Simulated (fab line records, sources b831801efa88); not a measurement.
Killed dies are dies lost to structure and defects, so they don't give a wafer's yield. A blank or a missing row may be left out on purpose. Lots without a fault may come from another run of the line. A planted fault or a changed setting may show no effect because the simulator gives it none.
Which tool did it? | flow sky130 | 12 lots, 36 wafers sampled, at 2 steps of a route of 708

WHAT THE GAUGES READ, wafer by wafer
SKY_LOCAL_INTERCONNECT_OVL_MEAS_12.
lot  | measured     | on         | LOCAL_INTERCONNECT_OVL (nm)
L075 | day 30 03:35 | overlay-02 | -1 -1 -5
L077 | day 32 11:31 | overlay-02 | -5 4 -2
L078 | day 33 02:28 | overlay-01 | 15 6 5
L081 | day 33 12:41 | overlay-02 | 3 4 0
L084 | day 33 22:18 | overlay-02 | 2 5 10
L086 | day 34 13:14 | overlay-02 | 2 4 4
L087 | day 34 19:07 | overlay-02 | 1 3 5
L089 | day 35 08:29 | overlay-02 | 4 6 6
L091 | day 35 18:56 | overlay-02 | 7 9 5
L093 | day 36 08:19 | overlay-01 | 2 3 6
L095 | day 37 04:07 | overlay-01 | 2 -5 -4
L097 | day 37 15:51 | overlay-01 | 6 6 3

WHICH TOOL RAN EACH LOT (tool, then ch and the chambers of the sampled wafers, then the start)
lot  | SKY_LOCAL_INTERCONNECT_SPUTTER_00
L075 | pvd_sputter-02, day 28 23:38
L077 | pvd_sputter-02, day 31 07:24
L078 | pvd_sputter-04, day 31 23:09
L081 | pvd_sputter-03, day 32 09:50
L084 | pvd_sputter-04, day 32 18:56
L086 | pvd_sputter-02, day 33 10:18
L087 | pvd_sputter-02, day 33 16:02
L089 | pvd_sputter-04, day 34 05:50
L091 | pvd_sputter-02, day 34 16:50
L093 | pvd_sputter-04, day 35 05:51
L095 | pvd_sputter-03, day 36 01:46
L097 | pvd_sputter-02, day 36 13:59
- SKY_LOCAL_INTERCONNECT_SPUTTER_00: material TiN, target thk 100 nm, time 83.3 s.

THE ANSWER, worked out from the rows above alone
Rule: what is usual is taken from the lots themselves. Put in order of their means at a reading, lots are off if they are a third of the lots or fewer, leave a main group of 4 or more, and stand apart from it by a gap of 3 or more times the standard deviation of the main group's means; of several such gaps the widest counts. A main group whose means are all the same, to the digits that the tables above print for the reading, isn't used. A lot without any number at a reading at which 4 lots or more have one is off too. The other lots that the step has rows for count as sound.
No lot is off at any reading shown: from this, nothing can be told.

WHAT THE SIMULATOR HAD PUT IN
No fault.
